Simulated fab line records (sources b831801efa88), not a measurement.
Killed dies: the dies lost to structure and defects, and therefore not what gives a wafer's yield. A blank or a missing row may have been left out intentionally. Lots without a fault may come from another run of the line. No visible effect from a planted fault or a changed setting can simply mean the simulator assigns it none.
Comparing a struck lot with a sound one    flow sky130    15 steps out of a route of 708
Sound: the wafers L517.1, L517.2, L517.3. Wafers L506.1, L506.4, L506.6 were the ones struck. Last of all comes the cause.
Each step with rows lists, per side, the tool, then ch with its chambers, then its first start. Under that, the readings that differ: sound wafers    struck wafers    difference of the means    sigmas: that difference in standard deviations of wafers without a fault.
alike: readings with means less than 2 such deviations apart, plus words and numbers identical on both sides. not compared: withheld readings, readings lacking a value on some wafer, bounds such as >300 that could conceal the same value, and numbers that have no deviation in the record and whose values overlap.
Wherever a step has rows on one side only, a row that says differs or no value, or a row with sigmas, the two part there. Numbers that have no deviation but don't overlap get no sigmas and don't part them. A reading that every wafer of one side lacks parts them only if that side has two wafers or more.

SKY_METAL2_SPUTTER_02: material AlCu, target thk 250 nm, time 13.3 s.
  sound: pvdSputter-01 at day 39 10:29; struck: pvdSputter-04 at day 36 14:13
  alike: throttleValvePct
SKY_METAL2_SPUTTER_03: material Ti, target thk 5 nm, time 3.3 s.
  sound: pvdSputter-01 at day 39 10:31; struck: pvdSputter-04 at day 36 14:14
  alike: throttleValvePct
SKY_METAL2_SPUTTER_04: material TiN, target thk 70 nm, time 58.3 s.
  sound: pvdSputter-01 at day 39 10:32; struck: pvdSputter-04 at day 36 14:15
  alike: throttleValvePct
SKY_METAL2_RS_MEAS_05: the measuring method here is four-point-probe.
  sound: filmMetro-04 at day 39 10:35; struck: filmMetro-01 at day 36 14:18
  alike: METAL2_ALCU_RS
SKY_METAL2_THK_MEAS_06: measures by xrf.
  sound: filmMetro-04 at day 39 10:42; struck: filmMetro-01 at day 36 14:25
  alike: METAL2_ALCU_THK
then, 7 steps without rows for these wafers: SKY_METAL2_DEHYDRATE_07 (time 60 s); SKY_METAL2_HMDS_08 (prime time 60 s); SKY_METAL2_COAT_09 (resist thk 60 nm); SKY_METAL2_COAT_10 (resist thk 450 nm); SKY_METAL2_SOFTBAKE_11 (time 90 s); SKY_METAL2_EXPOSE_12 (exposes mask MM2, target cd 140 nm); SKY_METAL2_PEB_13.
SKY_METAL2_DEVELOP_14: develop time 60 s.
  sound on lithoTrack-04 ch 0, day 40 10:00; struck on lithoTrack-03 ch 0, day 37 15:00
reading             sound              struck             difference  sigmas
developerTempC (C)  21.11 20.91 20.99  21.67 21.74 21.90  +0.77       +8
SKY_METAL2_CD_MEAS_15: the cd target is 140 nm.
  sound: cdSem-02 at day 40 10:35; struck: cdSem-02 at day 37 15:22
  alike: cdNm
-- the record jumps here: 10 days lie between the struck wafers' starts before and after (it left off in module METAL2 and takes up again in module PAD_OPEN, whose first step shown is number 708 of the route) --
SKY_PAD_OPEN_PROBE_99:
  sound: prober-01 at day 49 19:22; struck: prober-02 at day 47 14:04
  alike: defectLimitedYield, killed_at_M0_to_M3, killed_at_M4_up, killedAtContacts, killedAtFrontEnd, killedAtOther, killedDies, killedOpen, killedShort, sort_bin_3_pad_short, sort_bin_5_function, sort_bin_6_memory, sortNPass, sortYieldPct

== WHERE THEY PART ==
Within this record, at SKY_METAL2_DEVELOP_14 only. Later steps at which nothing parts them and some readings are alike: SKY_METAL2_CD_MEAS_15, SKY_PAD_OPEN_PROBE_99.

WHY: whatever the simulator had introduced
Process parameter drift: lithoTrack-03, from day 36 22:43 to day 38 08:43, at SKY_METAL2_DEVELOP_14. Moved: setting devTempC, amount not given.
